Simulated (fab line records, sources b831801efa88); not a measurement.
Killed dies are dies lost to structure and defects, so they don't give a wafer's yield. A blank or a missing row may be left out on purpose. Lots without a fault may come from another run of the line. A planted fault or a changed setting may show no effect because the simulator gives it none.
Chamber matching | flow sky130 | SKY_SPACER_ETCHBACK_02 on rie_diel-01: 4 sister chambers
The step etches Si3N4 in CH3F/O2, stops on SiO2, time 46.7 s, target depth 45 nm. 4 wafers are shown with their chamber, then 8 later ones without.

WAFERS WITH THEIR CHAMBER
wafer  | chamber | drypump_motor_current_A (A)
L645.5 | 3       | 5.6
L646.1 | 2       | 5.9
L646.6 | 1       | 4.8
L656.1 | 0       | 5.7

WAFERS WITHOUT THEIR CHAMBER
wafer  | drypump_motor_current_A (A)
L656.4 | 5.6
L656.6 | 4.8
L657.2 | 4.9
L657.3 | 5.6
L657.6 | 5.6
L658.1 | 5.9
L658.2 | 4.8
L658.3 | 5.6

WHICH CHAMBER EACH WENT THROUGH
wafer  | from the rows above | in truth
L656.4 | 3                   | 3
L656.6 | 1                   | 1
L657.2 | 1                   | 1
L657.3 | 3                   | 3
L657.6 | 3                   | 3
L658.1 | 2                   | 2
L658.2 | 1                   | 1
L658.3 | 3                   | 3
Placed correctly: 8 of 8. Can't be placed from these rows: 0. Placed wrongly: 0.
How it was worked out, from the rows above alone: a wafer's distance from a chamber is the root of the sum, over the readings, of the square of ((its reading less the chamber's mean) divided by the reading's scatter). The wafer belongs to the nearest chamber; if the next one is less than 2 further off, it can't be placed. A chamber's mean is the mean of its shown wafers. The scatter: with one shown wafer a chamber, the root of the mean of the squares of how far each hidden wafer lies from its nearest shown one.
